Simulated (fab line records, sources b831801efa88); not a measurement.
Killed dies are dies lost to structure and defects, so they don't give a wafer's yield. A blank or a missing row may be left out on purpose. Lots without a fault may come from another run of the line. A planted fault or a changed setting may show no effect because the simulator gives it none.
One fault seen from 2 desks | flow sky130 | each desk has only its own numbers; what lay behind them comes last

THE METROLOGY DESK
What the gauges read, lot by lot, whatever tool the lot ran on: means of the sampled wafers that have a number. A lot is out of limits, marked OUT, if its mean lies more than 4 standard deviations from the usual mean; the brackets give that distance.
Columns: A = CONTACT_W_THK at SKY_CONTACT_THK_MEAS_26, usual 346 nm
lot  | first seen here | A
L677 | day 33 02:49    | 344
L679 | day 33 03:56    | 358
L681 | day 33 15:49    | 347
L682 | day 34 01:57    | 353
L683 | day 34 08:56    | 344
L684 | day 34 11:53    | 345
L685 | day 34 12:38    | 343
L687 | day 35 10:15    | 342
L691 | day 36 12:19    | 340
L695 | day 37 14:09    | 349
L699 | day 38 23:52    | 341
This desk's finding: nothing out of limits on any of the 11 lots.

THE TOOL OWNER'S DESK: pvd_sputter-04
The tool's own readings at SKY_METAL1_SPUTTER_00 (material Ti, target thk 15 nm, time 10 s): means of the sampled wafers that have a number, for each lot that ran on this tool. A lot is out of limits, marked OUT, if its mean lies more than 4 standard deviations from the usual mean; the brackets give that distance.
Columns: A = cathode_dc_power_W at SKY_METAL1_SPUTTER_00, usual 3000.0 W; B = throttle_valve_pct at SKY_METAL1_SPUTTER_00, usual 30.1 %
lot  | first seen here | A                        | B
L677 | day 33 03:11    | 3000.6                   | 30.2
L681 | day 33 16:10    | 2999.7                   | 30.2
L685 | day 34 12:59    | 3000.1                   | 29.7
L687 | day 35 10:44    | 2999.8                   | 29.8
L691 | day 36 12:43    | 2999.8                   | 30.0
L695 | day 37 14:31    | 2818.7 (-99 or more) OUT | 30.0
This desk's finding: out of limits on L695; first on L695, day 37 14:31 (cathode_dc_power_W at SKY_METAL1_SPUTTER_00). In limits: L677, L681, L685, L687, L691.

PUT TOGETHER
The tool owner's desk could have raised an alarm at day 37 14:31, on L695.
The metrology desk saw nothing out of limits.
The metrology desk has L695 on record, within its limits.
Of the lots named, all ran SKY_METAL1_SPUTTER_00 on pvd_sputter-04.

WHAT THE SIMULATOR HAD PUT IN
Process parameter drift: pvd_sputter-04, from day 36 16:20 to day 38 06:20, at SKY_METAL1_SPUTTER_00. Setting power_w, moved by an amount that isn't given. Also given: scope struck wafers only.
Lots struck among those shown: L695.
Hours from the fault's start to each desk's first reading out of limits: the tool owner's desk, 22.
